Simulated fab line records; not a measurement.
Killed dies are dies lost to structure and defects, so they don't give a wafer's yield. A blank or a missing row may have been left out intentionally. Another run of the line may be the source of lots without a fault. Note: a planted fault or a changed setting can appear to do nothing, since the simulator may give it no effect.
The same fault as seen by 2 desks | flow gf180mcu | only its own numbers are on each desk; what lay behind them is given at the end

FROM THE METROLOGY DESK
Means of the sampled wafers that have a number, per lot and without regard to the tool the lot ran on: this is what the gauges read. The brackets show how far a lot's mean lies from the usual mean; more than 4 standard deviations puts the lot out of limits, marked OUT.
Columns: A = cd nm at GF_TOP_METAL_CD_MEAS_14, usual 440.3 nm
lot  | first seen here | A
L721 | day 28 03:38    | 439.1
L723 | day 28 23:38    | 439.9
L724 | day 29 05:06    | 439.0
L725 | day 29 07:17    | 439.4
L726 | day 29 15:04    | 441.2
L727 | day 30 01:29    | 442.0
L730 | day 30 22:55    | 438.8
L732 | day 31 12:19    | 444.0
L733 | day 31 20:12    | 442.9
L738 | day 32 20:49    | 442.3
L741 | day 33 16:38    | 441.6
L743 | day 34 02:35    | 436.6
L744 | day 34 03:44    | 438.5
This desk's verdict: no lot among the 13 shows anything out of limits.

THE TOOL OWNER'S DESK: cmp-02
The tool's own readings at GF_V1_CMP_04 (polishes SiO2): means of the sampled wafers that have a number, for each lot that ran on this tool. The brackets show how far a lot's mean lies from the usual mean; more than 4 standard deviations puts the lot out of limits, marked OUT.
Columns: A = motor current A at GF_V1_CMP_04, usual 11.9 A; B = platen rpm at GF_V1_CMP_04, usual 60.00 rpm; C = time to endpoint s at GF_V1_CMP_04, usual 84 s
lot  | first seen here | A    | B     | C
L721 | day 17 03:59    | 12.5 | 59.99 | 88
L723 | day 18 07:23    | 12.1 | 60.01 | 89
L725 | day 18 13:21    | 12.4 | 59.98 | 88
L726 | day 19 01:12    | 11.6 | 60.02 | 93
L730 | day 20 15:58    | 12.2 | 59.97 | 90
L732 | day 21 11:57    | 12.7 | 60.01 | 85
This desk's verdict: no lot among the 6 shows anything out of limits.

ALL TOGETHER
From the metrology desk's view, nothing was out of limits.
The desk of the tool owner found nothing out of limits.

WHAT HAD BEEN PUT IN BY THE SIMULATOR
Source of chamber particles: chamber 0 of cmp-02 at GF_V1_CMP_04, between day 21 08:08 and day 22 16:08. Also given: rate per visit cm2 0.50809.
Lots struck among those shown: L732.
